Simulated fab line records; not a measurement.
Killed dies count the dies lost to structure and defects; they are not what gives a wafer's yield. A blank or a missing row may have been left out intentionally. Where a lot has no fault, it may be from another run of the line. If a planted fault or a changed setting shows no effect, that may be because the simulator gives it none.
Chamber matching || flow gf180mcu || GF_CONTACT_CMP_27 on cmp-02 has 4 sister chambers
The step polishes, stops on SiO2, t overpolish 15 s, target thk 0 nm. 4 wafers are shown with their chamber, then 6 later ones without.

## WAFERS PAIRED WITH THEIR CHAMBERS
{"wafer": "L795.1", "chamber": 1, "motor current A (A)": 12.1}
{"wafer": "L799.1", "chamber": 2, "motor current A (A)": 13.8}
{"wafer": "L808.3", "chamber": 3, "motor current A (A)": 10.0}
{"wafer": "L808.5", "chamber": 0, "motor current A (A)": 11.2}

## WAFERS WITHOUT THEIR CHAMBER
{"wafer": "L810.1", "motor current A (A)": 12.3}
{"wafer": "L810.3", "motor current A (A)": 10.7}
{"wafer": "L810.4", "motor current A (A)": 9.8}
{"wafer": "L813.3", "motor current A (A)": 13.1}
{"wafer": "L813.4", "motor current A (A)": 12.4}
{"wafer": "L813.6", "motor current A (A)": 13.9}

## EACH ONE'S CHAMBER
{"wafer": "L810.1", "from the rows above": 1, "in truth": 1}
{"wafer": "L810.3", "from the rows above": "can't be placed: 0 or 3", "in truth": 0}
{"wafer": "L810.4", "from the rows above": 3, "in truth": 3}
{"wafer": "L813.3", "from the rows above": "can't be placed: 2 or 1", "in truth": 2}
{"wafer": "L813.4", "from the rows above": 1, "in truth": 1}
{"wafer": "L813.6", "from the rows above": 2, "in truth": 2}
Correct placement for 4 of the 6. Unplaceable from these rows: 2, with the true chamber sitting among the candidates in 2. Placed wrongly: 0.
How it was worked out, from the rows above alone: a wafer's distance from a chamber is the root of the sum, over the readings, of the square of ((its reading less the chamber's mean) divided by the reading's scatter). If the next closest chamber is less than 2 further off than the closest, the wafer can't be placed; otherwise it belongs to the closest. For every chamber, the mean is computed from those of its wafers that are shown. The scatter: root of mean squared gap, hidden wafer to nearest shown wafer, with one shown wafer a chamber.
